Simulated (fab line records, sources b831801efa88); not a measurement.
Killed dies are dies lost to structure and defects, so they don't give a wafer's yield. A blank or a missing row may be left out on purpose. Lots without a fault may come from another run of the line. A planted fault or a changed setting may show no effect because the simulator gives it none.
A struck lot beside a sound one | flow sky130 | 14 steps out of a route of 708
Sound: wafers L775.4, L775.5, L775.6. Struck: wafers L789.3, L789.4, L789.6. The cause comes at the end.
At each step with rows: each side's tool, then ch and its chambers, then its first start. Under that, the readings that differ: sound wafers | struck wafers | difference of the means | sigmas: that difference in standard deviations of wafers without a fault.
alike: readings whose means differ by less than 2 such deviations, and words and numbers that are the same on both sides. not compared: withheld readings, readings that some wafer has no value for, bounds like >300 that may hide the same value, and numbers for which the record gives no deviation and whose values overlap.
The two part at a step that has a row with sigmas, a row that says differs or no value, or rows on one side only. Numbers that don't overlap but have no deviation are shown without sigmas and don't part them. A reading that every wafer of one side lacks parts them only if that side has two wafers or more.

SKY_LI_CONTACT_RS_MEAS_22: measures by four-point-probe.
  sound on film_metro-04, day 31 18:02; struck on film_metro-01, day 37 02:44
  alike: LI_CONTACT_W_RS
SKY_LI_CONTACT_THK_MEAS_23: measures by xrf.
  sound on film_metro-04, day 31 18:07; struck on film_metro-01, day 37 02:50
  reading               | sound       | struck      | difference | sigmas
  LI_CONTACT_W_THK (nm) | 392 392 396 | 414 407 415 | +19        | +2
SKY_LI_CONTACT_CMP_24: polishes, stops on PSG, t overpolish 20 s, target thk 0 nm.
  sound on cmp-01 ch 0,1,3, day 31 18:15; struck on cmp-02 ch 0,3, day 37 03:02
  alike: motor_current_A, overpolish_run_s, time_to_endpoint_s
SKY_LOCAL_INTERCONNECT_SPUTTER_00: material TiN, target thk 100 nm, time 83.3 s.
  sound on pvd_sputter-02, day 31 18:27; struck on pvd_sputter-02, day 37 03:20
  alike: substrate_temp_c, throttle_valve_pct
SKY_LOCAL_INTERCONNECT_RS_MEAS_01: measures by four-point-probe.
  sound on film_metro-01, day 31 18:34; struck on film_metro-01, day 37 03:26
  alike: LOCAL_INTERCONNECT_TIN_RS
SKY_LOCAL_INTERCONNECT_THK_MEAS_02: measures by xrf.
  sound on film_metro-01, day 31 18:40; struck on film_metro-01, day 37 03:32
  alike: LOCAL_INTERCONNECT_TIN_THK
then, 6 steps without rows for these wafers: SKY_LOCAL_INTERCONNECT_DEHYDRATE_03 (time 60 s); SKY_LOCAL_INTERCONNECT_HMDS_04 (prime time 60 s); SKY_LOCAL_INTERCONNECT_COAT_05 (resist thk 60 nm); SKY_LOCAL_INTERCONNECT_COAT_06 (resist thk 450 nm); SKY_LOCAL_INTERCONNECT_SOFTBAKE_07 (time 90 s); SKY_LOCAL_INTERCONNECT_EXPOSE_08 (exposes mask LI1M, target cd 170 nm).
SKY_LOCAL_INTERCONNECT_PEB_09:
  sound on litho_track-04 ch 0, day 32 22:00; struck on litho_track-04, day 38 04:00
  reading         | sound          | struck | difference                    | sigmas
  exhaust_pa (Pa) | 45.7 46.1 45.1 | - - -  | no value on the struck wafers |
  not compared: chill_plate_temp_C
then, 1 step without rows for these wafers: SKY_LOCAL_INTERCONNECT_DEVELOP_10 (develop time 60 s).

WHERE THEY PART
First at SKY_LI_CONTACT_THK_MEAS_23; last, within this record, at SKY_LOCAL_INTERCONNECT_PEB_09.

WHY: what the simulator had put in
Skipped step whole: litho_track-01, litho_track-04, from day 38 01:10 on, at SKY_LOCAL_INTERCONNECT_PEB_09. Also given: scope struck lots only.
